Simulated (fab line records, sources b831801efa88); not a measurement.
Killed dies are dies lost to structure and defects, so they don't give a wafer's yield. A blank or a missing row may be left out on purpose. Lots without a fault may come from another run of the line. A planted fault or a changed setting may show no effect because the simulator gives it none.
Chamber matching | flow sfq_line | SFQ_TRILAYER_I2_CMP_CMP_064 on cmp-02: 4 sister chambers
The step polishes SiO2. 4 wafers are shown with their chamber, then 12 later ones without.

WAFERS WITH THEIR CHAMBER
wafer  | chamber | motor_current_A (A)
L522.3 | 0       | 10.2
L522.5 | 3       | 11.2
L524.2 | 1       | 9.7
L524.5 | 2       | 9.8

WAFERS WITHOUT THEIR CHAMBER
wafer  | motor_current_A (A)
L525.4 | 10.7
L525.3 | 9.2
L525.5 | 10.5
L526.1 | 10.7
L526.2 | 11.2
L526.6 | 9.5
L528.3 | 9.8
L528.5 | 10.0
L528.6 | 10.8
L529.2 | 10.5
L529.1 | 11.6
L529.6 | 10.6

WHICH CHAMBER EACH WENT THROUGH
wafer  | from the rows above               | in truth
L525.4 | can't be placed: 0 or 3 or 2 or 1 | 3
L525.3 | can't be placed: 1 or 2 or 0      | 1
L525.5 | can't be placed: 0 or 2 or 3 or 1 | 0
L526.1 | can't be placed: 0 or 3 or 2 or 1 | 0
L526.2 | 3                                 | 3
L526.6 | can't be placed: 1 or 2 or 0      | 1
L528.3 | can't be placed: 2 or 1 or 0      | 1
L528.5 | can't be placed: 0 or 2 or 1      | 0
L528.6 | can't be placed: 3 or 0 or 2 or 1 | 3
L529.2 | can't be placed: 0 or 2 or 3 or 1 | 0
L529.1 | 3                                 | 3
L529.6 | can't be placed: 0 or 3 or 2 or 1 | 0
Placed correctly: 2 of 12. Can't be placed from these rows: 10 (the true chamber is among the candidates in 10). Placed wrongly: 0.
How it was worked out, from the rows above alone: a wafer's distance from a chamber is the root of the sum, over the readings, of the square of ((its reading less the chamber's mean) divided by the reading's scatter). The wafer belongs to the nearest chamber; if the next one is less than 2 further off, it can't be placed. A chamber's mean is the mean of its shown wafers. The scatter: with one shown wafer a chamber, the root of the mean of the squares of how far each hidden wafer lies from its nearest shown one.
